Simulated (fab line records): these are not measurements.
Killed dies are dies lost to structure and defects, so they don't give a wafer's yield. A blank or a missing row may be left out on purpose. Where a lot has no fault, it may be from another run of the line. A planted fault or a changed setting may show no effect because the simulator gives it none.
fab line records ; flow sky130
record: lots: 11; wafers: 33; last_day: 49
route steps=708 shown LI_CONTACT@362 PAD_OPEN@708
lots untouched by any fault: they come from a run of this same line in which no faults occurred
start_h: hours from the record's first day to the start of the lot's first wafer shown ; wait_h: hours elapsed since this lot's preceding step ; " same as the row above ; L1.1+2: several wafers, shown together as one row ; - either no value or no given start ; * or withheld: withheld ; < > ~ a bound
route shown NAME@n: a module of which the file shows steps, and the number in the route of the first ; usual: mean/standard deviation of fault-free wafers ; same: alike in all rows ; chamber/n: place in a boat ; sites: readings site by site ; _std_site: standard deviation of those values ; _edge_site: the outer-site mean with the inner-site mean subtracted ; radius_mm: how far each site lies from the wafer's centre ; mask NAME#n: copy n ; behind: the tool/chamber that last shaped the wafer ; hold: why the lot was held/for how many hours/how that ended ; device: whichever transistor did not switch (one of n, p or np) ; end of line: the same wafers' tests at the end of the route ; step lacking rows: just its recipe ; killed: dies that structure and defects cost at the first sort, which is not the same as the wafer's yield ; map: a wafer's dies, x killed, . not, _ none there
set.NAME: the run value of the setting; set.NAME@STEP: its run value at that earlier step ; model.NAME: the simulator's own value behind a step, which no gauge read
steps of the route over a sample of lots; a table a step, a row a wafer
services: when a tool's chamber went out of use (start_h, in hours from the record's first day, below 0 if earlier), for how many hours, and the reason
== steps ==
step: SKY_LI_CONTACT_HDPCVD_00
recipe: material: PSG; target_thk_nm: 930; sigma_open_frac: 0.3; time_s: 155; temp_c: 600; sih4_flow_sccm: 60; pressure_mtorr: 6
usual: run_length_s: 183.2/0.85; sih4_flow_sccm: 59.98/0.19
lot.wafer;tool;chamber;start_h;wait_h;run_length_s;sih4_flow_sccm
L529.4;hdpcvd-02;1;664.15;0.1;182.9;60.15
L529.5;hdpcvd-02;0;664.15;0.1;184.0;59.89
L529.6;hdpcvd-02;2;664.15;0.1;184.2;59.90
L530.1;hdpcvd-02;0;677.40;0.0;184.1;60.15
L530.2;hdpcvd-02;1;677.40;0.0;182.5;59.81
L530.4;hdpcvd-02;0;677.40;0.0;183.7;60.15
L531.1;hdpcvd-02;0;680.40;0.0;184.0;60.20
L531.2;hdpcvd-02;1;680.40;0.0;183.0;59.89
L531.5;hdpcvd-02;1;680.40;0.0;182.5;60.01
L532.1;hdpcvd-02;0;690.89;0.0;183.8;60.08
L532.2;hdpcvd-02;2;690.89;0.0;184.0;60.27
L532.3;hdpcvd-02;1;690.89;0.0;182.7;60.24
L534.1;hdpcvd-01;1;704.38;0.0;182.1;60.15
L534.3;hdpcvd-01;0;704.38;0.0;183.9;60.07
L534.6;hdpcvd-01;2;704.38;0.0;182.4;59.89
L537.1;hdpcvd-02;2;724.19;0.0;184.0;59.88
L537.2;hdpcvd-02;0;724.19;0.0;183.6;59.69
L537.3;hdpcvd-02;1;724.19;0.0;183.5;60.27
L540.1;hdpcvd-01;0;746.69;0.0;183.3;59.48
L540.2;hdpcvd-01;1;746.69;0.0;181.8;60.12
L540.5;hdpcvd-01;0;746.69;0.0;183.2;59.63
L541.3;hdpcvd-02;2;753.85;0.0;184.6;59.75
L541.4;hdpcvd-02;2;753.85;0.0;183.9;59.75
L541.6;hdpcvd-02;0;753.85;0.0;183.8;59.78
L542.2;hdpcvd-01;1;768.14;0.0;181.6;60.13
L542.4;hdpcvd-01;2;768.14;0.0;182.5;60.07
L542.6;hdpcvd-01;1;768.14;0.0;181.5;60.01
L543.4;hdpcvd-02;0;769.43;0.1;196.2;59.94
L543.5;hdpcvd-02;1;769.43;0.1;183.4;59.94
L543.6;hdpcvd-02;2;769.43;0.1;184.9;59.81
L545.1;hdpcvd-02;2;792.14;0.0;184.2;60.10
L545.4;hdpcvd-02;1;792.14;0.0;183.4;59.89
L545.5;hdpcvd-02;0;792.14;0.0;196.7;60.59
step: SKY_LI_CONTACT_THK_MEAS_01
recipe: reads: PSG_of_LI_CONTACT_HDPCVD_00
usual: LI_CONTACT_HDPCVD_THK: 931/9.3
lot.wafer;tool;chamber;start_h;wait_h;LI_CONTACT_HDPCVD_THK[nm]
L529.4;film_metro-03;-;664.23;0.0;947
L529.5;film_metro-03;-;664.23;0.0;935
L529.6;film_metro-03;-;664.23;0.0;945
L530.1;film_metro-01;-;677.50;0.1;933
L530.2;film_metro-01;-;677.50;0.1;921
L530.4;film_metro-01;-;677.50;0.1;921
L531.1;film_metro-01;-;680.50;0.1;932
L531.2;film_metro-01;-;680.50;0.1;939
L531.5;film_metro-01;-;680.50;0.1;933
L532.1;film_metro-01;-;690.99;0.1;928
L532.2;film_metro-01;-;690.99;0.1;925
L532.3;film_metro-01;-;690.99;0.1;924
L534.1;film_metro-02;-;704.49;0.1;940
L534.3;film_metro-02;-;704.49;0.1;929
L534.6;film_metro-02;-;704.49;0.1;921
L537.1;film_metro-02;-;724.29;0.1;924
L537.2;film_metro-02;-;724.29;0.1;927
L537.3;film_metro-02;-;724.29;0.1;937
L540.1;film_metro-03;-;746.80;0.1;932
L540.2;film_metro-03;-;746.80;0.1;918
L540.5;film_metro-03;-;746.80;0.1;924
L541.3;film_metro-02;-;753.97;0.1;931
L541.4;film_metro-02;-;753.97;0.1;937
L541.6;film_metro-02;-;753.97;0.1;928
L542.2;film_metro-03;-;768.25;0.1;942
L542.4;film_metro-03;-;768.25;0.1;936
L542.6;film_metro-03;-;768.25;0.1;944
L543.4;film_metro-02;-;769.51;0.0;1019
L543.5;film_metro-02;-;769.51;0.0;937
L543.6;film_metro-02;-;769.51;0.0;946
L545.1;film_metro-03;-;792.24;0.1;934
L545.4;film_metro-03;-;792.24;0.1;926
L545.5;film_metro-03;-;792.24;0.1;1009
step: SKY_LI_CONTACT_CMP_02
recipe: material: PSG; down_force_psi: 4; platen_rpm: 60; pad_velocity_m_s: 0.94248
usual: motor_current_A: 12.2/1.1; time_to_endpoint_s: 32.7/2.4
lot.wafer;tool;chamber;start_h;wait_h;motor_current_A;time_to_endpoint_s
L529.4;cmp-02;1;664.36;0.1;14.1;34.3
L529.6;cmp-02;3;664.36;0.1;12.3;31.5
L529.5;cmp-02;0;664.36;0.1;10.2;32.9
L530.1;cmp-02;0;677.56;0.1;9.8;32.4
L530.2;cmp-02;1;677.56;0.1;14.3;29.1
L530.4;cmp-02;3;677.56;0.1;12.5;31.3
L531.1;cmp-02;1;680.66;0.1;14.4;32.3
L531.2;cmp-02;2;680.66;0.1;13.9;32.2
L531.5;cmp-02;0;680.66;0.1;10.0;33.4
L532.1;cmp-01;2;691.10;0.1;11.5;36.6
L532.2;cmp-01;3;691.10;0.1;12.6;32.1
L532.3;cmp-01;0;691.10;0.1;11.3;30.6
L534.3;cmp-01;3;704.55;0.0;12.4;33.6
L534.1;cmp-01;1;704.55;0.0;12.5;35.1
L534.6;cmp-01;3;704.55;0.0;12.8;31.5
L537.2;cmp-02;3;724.35;0.0;11.9;33.0
L537.3;cmp-02;1;724.35;0.0;13.9;34.0
L537.1;cmp-02;2;724.35;0.0;13.2;30.6
L540.2;cmp-01;3;746.86;0.0;12.7;32.9
L540.1;cmp-01;2;746.86;0.0;11.3;34.0
L540.5;cmp-01;0;746.86;0.0;11.9;32.9
L541.3;cmp-02;2;754.01;0.0;13.2;30.7
L541.4;cmp-02;1;754.01;0.0;14.6;28.3
L541.6;cmp-02;3;754.01;0.0;12.4;28.0
L542.2;cmp-02;3;768.30;0.0;11.1;32.8
L542.4;cmp-02;0;768.30;0.0;10.2;35.7
L542.6;cmp-02;0;768.30;0.0;10.2;33.1
L543.4;cmp-01;3;769.59;0.1;12.9;38.9
L543.6;cmp-01;2;769.59;0.1;11.7;34.5
L543.5;cmp-01;3;769.59;0.1;12.6;32.2
L545.1;cmp-01;2;792.30;0.1;12.0;34.8
L545.4;cmp-01;3;792.30;0.1;12.3;32.6
L545.5;cmp-01;2;792.30;0.1;11.1;41.5
step: SKY_LI_CONTACT_CD_MEAS_12
recipe: target_cd_nm: 170
usual: cd_nm: 170.1/1.3
lot.wafer;tool;chamber;start_h;wait_h;cd_nm
L529.4;cd_sem-01;-;693.03;-;169.3
L529.5;cd_sem-01;-;693.03;-;168.8
L529.6;cd_sem-01;-;693.03;-;169.4
L530.1;cd_sem-01;-;705.38;-;171.3
L530.2;cd_sem-01;-;705.38;-;170.4
L530.4;cd_sem-01;-;705.38;-;171.4
L531.1;cd_sem-01;-;708.97;-;171.5
L531.2;cd_sem-01;-;708.97;-;169.9
L531.5;cd_sem-01;-;708.97;-;171.1
L532.1;cd_sem-02;-;718.97;-;168.7
L532.2;cd_sem-02;-;718.97;-;169.1
L532.3;cd_sem-02;-;718.97;-;169.2
L534.1;cd_sem-02;-;732.53;-;171.4
L534.3;cd_sem-02;-;732.53;-;170.9
L534.6;cd_sem-02;-;732.53;-;170.7
L537.1;cd_sem-02;-;752.27;-;169.8
L537.2;cd_sem-02;-;752.27;-;169.2
L537.3;cd_sem-02;-;752.27;-;169.0
L540.1;cd_sem-02;-;774.83;-;169.1
L540.2;cd_sem-02;-;774.83;-;169.2
L540.5;cd_sem-02;-;774.83;-;170.4
L541.3;cd_sem-01;-;781.11;-;168.4
L541.4;cd_sem-01;-;781.11;-;170.4
L541.6;cd_sem-01;-;781.11;-;171.1
L542.2;cd_sem-01;-;794.94;-;172.5
L542.4;cd_sem-01;-;794.94;-;172.4
L542.6;cd_sem-01;-;794.94;-;171.7
L543.4;cd_sem-01;-;796.75;-;172.0
L543.5;cd_sem-01;-;796.75;-;172.4
L543.6;cd_sem-01;-;796.75;-;172.7
L545.1;cd_sem-02;-;818.82;-;167.9
L545.4;cd_sem-02;-;818.82;-;170.6
L545.5;cd_sem-02;-;818.82;-;169.6
step: SKY_LI_CONTACT_ETCH_14
recipe: chemistry: N2/H2; target: BARC; ion_energy_ev: 200; source_w: 500; bias_w: 100; pressure_mtorr: 30; n2_flow_sccm: 100; h2_flow_sccm: 200; stop_on: SiO2; time_s: 45.9; target_depth_a: 600
usual: drypump_motor_current_A: 5.9/0.53; oes_product_au: 0.855/0.005; throttle_valve_pct: 13.225/0.0098
lot.wafer;tool;chamber;start_h;wait_h;drypump_motor_current_A;oes_product_au;rf_hours_counter_h;throttle_valve_pct
L529.4;rie_diel-03;1;693.12;0.0;5.0;0.858;16;13.232
L529.5;rie_diel-03;3;693.12;0.0;6.5;0.851;-;13.221
L529.6;rie_diel-03;2;693.12;0.0;6.0;0.852;-;13.237
L530.1;rie_diel-02;3;705.54;0.0;6.2;0.846;8;13.240
L530.2;rie_diel-02;0;705.54;0.0;6.2;0.849;18;13.226
L530.4;rie_diel-02;0;705.54;0.0;6.3;0.861;-;13.223
L531.1;rie_diel-02;0;709.12;0.0;6.2;0.853;18;13.228
L531.2;rie_diel-02;1;709.12;0.0;6.6;0.857;4;13.228
L531.5;rie_diel-02;1;709.12;0.0;6.6;0.860;-;13.206
L532.1;rie_diel-03;1;719.13;0.0;5.0;0.857;16;13.236
L532.2;rie_diel-03;3;719.13;0.0;6.5;0.848;7;13.227
L532.3;rie_diel-03;2;719.13;0.0;5.9;0.855;3;13.226
L534.1;rie_diel-03;3;732.69;0.0;6.5;0.854;7;13.213
L534.3;rie_diel-03;2;732.69;0.0;6.0;0.863;3;13.221
L534.6;rie_diel-03;0;732.69;0.0;5.8;0.853;-;13.225
L537.1;rie_diel-02;1;752.42;0.0;6.6;0.850;5;13.220
L537.2;rie_diel-02;3;752.42;0.0;6.1;0.851;9;13.218
L537.3;rie_diel-02;0;752.42;0.0;6.3;0.850;19;13.225
L540.1;rie_diel-01;3;774.99;0.0;5.1;0.851;17;13.222
L540.2;rie_diel-01;1;774.99;0.0;5.2;0.852;10;13.229
L540.5;rie_diel-01;1;774.99;0.0;5.2;0.863;-;13.231
L541.3;rie_diel-02;2;781.22;0.0;5.8;0.853;1;13.244
L541.4;rie_diel-02;3;781.22;0.0;6.1;0.861;10;13.230
L541.6;rie_diel-02;2;781.22;0.0;5.9;0.854;-;13.227
L542.2;rie_diel-01;0;795.07;0.0;5.8;0.857;7;13.222
L542.4;rie_diel-01;3;795.07;0.0;5.1;0.847;-;13.237
L542.6;rie_diel-01;0;795.07;0.0;5.7;0.860;-;13.229
L543.4;rie_diel-03;0;796.84;0.0;5.8;0.863;16;13.238
L543.5;rie_diel-03;3;796.84;0.0;6.5;0.865;-;13.248
L543.6;rie_diel-03;2;796.84;0.0;6.0;0.855;-;13.220
L545.1;rie_diel-02;3;818.97;0.0;6.2;0.850;11;13.227
L545.4;rie_diel-02;2;818.97;0.0;5.8;0.863;2;13.219
L545.5;rie_diel-02;1;818.97;0.0;6.7;0.853;-;13.241
step: SKY_LI_CONTACT_SPUTTER_20
recipe: material: TiN; target_thk_nm: 20; chamber_pressure_pa: 5; power_w: 4000; time_s: 80
usual: throttle_valve_pct: 30.2/0.83
lot.wafer;tool;chamber;start_h;wait_h;throttle_valve_pct
L529.4;pvd_sputter-02;-;693.62;0.0;29.3
L529.5;pvd_sputter-02;-;693.62;0.0;31.6
L529.6;pvd_sputter-02;-;693.62;0.0;28.9
L530.1;pvd_sputter-01;-;706.04;0.0;29.8
L530.2;pvd_sputter-01;-;706.04;0.0;30.8
L530.4;pvd_sputter-01;-;706.04;0.0;30.0
L531.1;pvd_sputter-01;-;709.64;0.0;31.1
L531.2;pvd_sputter-01;-;709.64;0.0;29.9
L531.5;pvd_sputter-01;-;709.64;0.0;30.0
L532.1;pvd_sputter-01;-;719.63;0.0;30.8
L532.2;pvd_sputter-01;-;719.63;0.0;30.0
L532.3;pvd_sputter-01;-;719.63;0.0;31.2
L534.1;pvd_sputter-04;-;733.19;0.0;29.4
L534.3;pvd_sputter-04;-;733.19;0.0;31.7
L534.6;pvd_sputter-04;-;733.19;0.0;30.0
L537.1;pvd_sputter-04;-;752.92;0.0;31.7
L537.2;pvd_sputter-04;-;752.92;0.0;29.9
L537.3;pvd_sputter-04;-;752.92;0.0;29.2
L540.1;pvd_sputter-01;-;775.49;0.0;30.1
L540.2;pvd_sputter-01;-;775.49;0.0;31.0
L540.5;pvd_sputter-01;-;775.49;0.0;30.6
L541.3;pvd_sputter-04;-;781.74;0.0;30.0
L541.4;pvd_sputter-04;-;781.74;0.0;31.7
L541.6;pvd_sputter-04;-;781.74;0.0;30.0
L542.2;pvd_sputter-01;-;795.57;0.0;30.9
L542.4;pvd_sputter-01;-;795.57;0.0;30.7
L542.6;pvd_sputter-01;-;795.57;0.0;30.1
L543.4;pvd_sputter-01;-;797.34;0.0;30.9
L543.5;pvd_sputter-01;-;797.34;0.0;30.8
L543.6;pvd_sputter-01;-;797.34;0.0;30.0
L545.1;pvd_sputter-04;-;819.47;0.0;30.1
L545.4;pvd_sputter-04;-;819.47;0.0;30.0
L545.5;pvd_sputter-04;-;819.47;0.0;29.3
step: SKY_PAD_OPEN_PROBE_99
usual: killed_at_M0_to_M3: 44/7; killed_at_M4_up: 3.4/1.7; killed_at_contacts: 24/4.9; killed_at_front_end: 15/4.5; killed_at_other: 0.4/0.61; killed_dies: 86/9.7; killed_on_rim: 17/3.6; killed_open: 47/7.1; killed_short: 39/6.1
same: gross_dies: 492; killed_at_back_side: 0
lot.wafer;tool;chamber;start_h;wait_h;killed_at_M0_to_M3;killed_at_M4_up;killed_at_contacts;killed_at_front_end;killed_at_other;killed_dies;killed_on_rim;killed_open;killed_short
L529.4;prober-02;-;1087.61;0.2;47;3;22;17;1;90;15;53;37
L529.5;prober-02;-;1087.66;0.2;57;0;28;16;0;101;27;54;47
L529.6;prober-02;-;1087.71;0.2;39;3;25;22;0;89;15;49;40
L530.1;prober-01;-;1096.28;0.1;42;3;17;19;0;81;12;38;43
L530.2;prober-01;-;1096.33;0.1;63;3;21;23;0;110;25;53;57
L530.4;prober-01;-;1096.43;0.2;48;3;20;19;0;90;22;49;40
L540.1;prober-02;-;1147.21;0.1;45;3;24;20;0;92;18;49;43
L540.2;prober-02;-;1147.26;0.1;36;4;18;16;0;74;13;42;32
L540.5;prober-02;-;1147.41;0.2;44;4;29;14;0;91;17;50;41
L541.3;prober-01;-;1153.53;0.2;38;2;25;16;0;81;17;42;39
L541.4;prober-01;-;1153.58;0.2;45;3;22;19;0;89;19;47;42
L541.6;prober-01;-;1153.68;0.2;44;6;29;4;0;83;14;50;33
L543.4;prober-01;-;1169.44;0.2;40;5;28;16;0;89;21;44;45
L543.5;prober-01;-;1169.49;0.2;42;4;23;10;1;80;15;48;32
L543.6;prober-01;-;1169.54;0.2;44;2;36;13;0;95;16;49;46
L545.1;prober-01;-;1177.54;0.1;36;3;22;17;0;78;20;38;40
L545.4;prober-01;-;1177.69;0.2;40;2;22;8;2;74;17;44;30
L545.5;prober-01;-;1177.74;0.2;53;5;23;16;0;97;18;47;49
killed by level:class
L529.4 VIA2:geometric_particle:open=12 VIA1:geometric_particle:open=11 CONTACT:geometric_particle:open=8 FIELD_ISO:geometric_particle:open=5 LI_CONTACT:geometric_particle:open=5 METAL2:geometric_particle:short=5 FIELD_ISO:geometric_particle:short=4 CONTACT:geometric_particle:short=4
L529.5 VIA1:geometric_particle:open=13 LI_CONTACT:geometric_particle:open=11 VIA3:geometric_particle:open=8 CONTACT:geometric_particle:open=7 METAL3:geometric_particle:short=6 VIA2:geometric_particle:open=5 VIA1:geometric_particle:short=5 METAL2:geometric_particle:short=5
L529.6 VIA1:geometric_particle:open=9 CONTACT:geometric_particle:open=8 FIELD_ISO:geometric_particle:open=7 LI_CONTACT:geometric_particle:open=7 VIA2:geometric_particle:short=5 LOCAL_INTERCONNECT:geometric_particle:short=5 VIA3:geometric_particle:short=5 VIA3:geometric_particle:open=5
L530.1 VIA1:geometric_particle:open=9 CONTACT:geometric_particle:open=7 METAL2:geometric_particle:short=6 VIA3:geometric_particle:open=6 CONTACT:geometric_particle:short=5 VIA1:geometric_particle:short=5 FIELD_ISO:geometric_particle:short=4 POLY_GATE:geometric_particle:short=4
L530.2 VIA1:geometric_particle:open=13 METAL2:geometric_particle:short=10 VIA2:geometric_particle:open=9 FIELD_ISO:geometric_particle:short=8 CONTACT:geometric_particle:open=8 FIELD_ISO:geometric_particle:open=7 METAL3:geometric_particle:short=6 METAL1:geometric_particle:short=6
L530.4 VIA1:geometric_particle:open=9 METAL2:geometric_particle:short=9 CONTACT:geometric_particle:open=9 VIA2:geometric_particle:open=8 VIA3:geometric_particle:open=8 FIELD_ISO:geometric_particle:short=7 POLY_GATE:geometric_particle:short=4 LI_CONTACT:geometric_particle:open=4
L540.1 VIA1:geometric_particle:open=10 FIELD_ISO:geometric_particle:short=9 VIA2:geometric_particle:open=9 VIA3:geometric_particle:open=8 CONTACT:geometric_particle:short=7 FIELD_ISO:geometric_particle:open=6 LI_CONTACT:geometric_particle:open=5 LOCAL_INTERCONNECT:geometric_particle:short=5
L540.2 VIA1:geometric_particle:open=12 VIA3:geometric_particle:open=6 VIA2:geometric_particle:open=6 CONTACT:geometric_particle:short=5 POLY_GATE:geometric_particle:open=4 POLY_GATE:geometric_particle:short=4 METAL2:geometric_particle:short=4 FIELD_ISO:geometric_particle:open=3
L540.5 CONTACT:geometric_particle:open=11 VIA1:geometric_particle:open=10 VIA3:geometric_particle:open=7 LOCAL_INTERCONNECT:geometric_particle:short=6 FIELD_ISO:geometric_particle:open=5 VIA2:geometric_particle:open=5 CONTACT:geometric_particle:short=5 METAL2:geometric_particle:short=5
L541.3 VIA2:geometric_particle:open=8 LOCAL_INTERCONNECT:geometric_particle:short=7 VIA1:geometric_particle:open=6 POLY_GATE:geometric_particle:open=5 CONTACT:geometric_particle:short=5 CONTACT:geometric_particle:open=5 METAL1:geometric_particle:short=5 SPACER:geometric_particle:open=4
L541.4 VIA2:geometric_particle:open=9 FIELD_ISO:geometric_particle:open=7 VIA1:geometric_particle:open=7 LOCAL_INTERCONNECT:geometric_particle:short=6 CONTACT:geometric_particle:open=6 VIA3:geometric_particle:open=6 METAL1:geometric_particle:short=5 METAL3:geometric_particle:short=5
L541.6 VIA1:geometric_particle:open=13 CONTACT:geometric_particle:open=12 VIA2:geometric_particle:open=10 CONTACT:geometric_particle:short=7 VIA3:geometric_particle:open=7 METAL4:geometric_particle:short=6 LI_CONTACT:geometric_particle:open=4 LOCAL_INTERCONNECT:geometric_particle:short=4
L543.4 CONTACT:geometric_particle:open=14 METAL2:geometric_particle:short=7 FIELD_ISO:geometric_particle:short=6 VIA1:geometric_particle:short=6 VIA3:geometric_particle:open=6 LI_CONTACT:geometric_particle:short=5 METAL1:geometric_particle:short=5 POLY_GATE:geometric_particle:open=4
L543.5 LI_CONTACT:geometric_particle:open=11 VIA3:geometric_particle:open=11 CONTACT:geometric_particle:open=9 VIA1:geometric_particle:open=7 VIA1:geometric_particle:short=5 METAL4:geometric_particle:short=4 METAL2:geometric_particle:short=4 VIA2:geometric_particle:open=4
L543.6 CONTACT:geometric_particle:open=11 VIA3:geometric_particle:open=10 LOCAL_INTERCONNECT:geometric_particle:short=9 CONTACT:geometric_particle:short=8 LI_CONTACT:geometric_particle:open=6 METAL1:geometric_particle:short=6 VIA2:geometric_particle:open=6 VIA1:geometric_particle:open=5
L545.1 VIA1:geometric_particle:open=7 POLY_GATE:geometric_particle:open=6 LI_CONTACT:geometric_particle:open=6 METAL1:geometric_particle:short=6 LOCAL_INTERCONNECT:geometric_particle:short=5 VIA1:geometric_particle:short=5 METAL2:geometric_particle:short=4 VIA3:geometric_particle:open=4
L545.4 VIA1:geometric_particle:open=12 LI_CONTACT:geometric_particle:open=9 VIA3:geometric_particle:open=9 LOCAL_INTERCONNECT:geometric_particle:short=4 CONTACT:geometric_particle:open=4 VIA3:geometric_particle:short=4 FIELD_ISO:geometric_particle:open=3 LI_CONTACT:geometric_particle:short=3
L545.5 VIA1:geometric_particle:open=11 VIA2:geometric_particle:open=9 METAL2:geometric_particle:short=8 CONTACT:geometric_particle:open=7 METAL1:geometric_particle:short=7 LOCAL_INTERCONNECT:geometric_particle:short=6 POLY_GATE:geometric_particle:open=5 VIA3:geometric_particle:open=5
== services ==
tool;chamber;start_h;hours;kind
hdpcvd-02;-;641.46;1.3;repair
pvd_sputter-01;-;646.58;1.0;repair
cmp-01;-;650.30;0.8;repair
hdpcvd-02;0;654.92;4.2;repair
hdpcvd-02;-;672.57;1.5;repair
cmp-01;-;673.88;2.6;repair
cmp-02;-;685.62;4.6;pm
cmp-02;-;690.23;15.8;pm
cmp-02;-;706.75;5.2;repair
cmp-02;-;707.29;1.0;repair
cmp-01;-;712.02;1.1;repair
cmp-02;-;712.35;2.3;repair
pvd_sputter-01;-;715.45;3.6;repair
rie_diel-02;0;725.64;8.3;repair
rie_diel-02;2;728.48;14.6;repair
rie_diel-03;-;731.01;0.2;repair
rie_diel-02;1;735.44;3.3;repair
cmp-02;-;744.00;4.0;pm
rie_diel-03;-;760.06;0.3;repair
cmp-01;-;764.36;0.8;repair
pvd_sputter-04;-;770.27;6.0;repair
cmp-01;-;784.77;2.9;repair
cmp-02;-;787.81;5.6;pm
cmp-01;-;814.40;0.8;repair
== key ==
first_sign: step: SKY_LI_CONTACT_HDPCVD_00; reading: run_length_s; direction: up; sigmas: 16; usual: *; struck: *
effect: step: SKY_LI_CONTACT_THK_MEAS_01; reading: LI_CONTACT_HDPCVD_THK; direction: up; sigmas: 8.9; usual: 931; struck: 1014
effect: step: SKY_LI_CONTACT_CMP_02; reading: time_to_endpoint_s; direction: up; sigmas: 3.2; usual: *; struck: *
met_at SKY_LI_CONTACT_HDPCVD_00
struck_lots L543,L545
struck_wafers L543.4,L545.5
tester_left_out L543,L545
not_acting_at SKY_LI_CONTACT_CD_MEAS_12,SKY_LI_CONTACT_ETCH_14,SKY_LI_CONTACT_SPUTTER_20
onset_between 753.85 769.43
fault: kind: process_parameter_drift; tool: hdpcvd-02; chamber: 0; onset_h: 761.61; steps: SKY_LI_CONTACT_HDPCVD_00; channel: time_s; offset: *; shape: step; end_h: 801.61; acts_in: *; stated: *
tester_left_out: of these lots the tester's yield and bins aren't shown, on N5 and GAA mostly nor the transistor test; their killed dies are dies lost to structure and defects alone, not to doping, threshold or leakage, so they don't give the yield
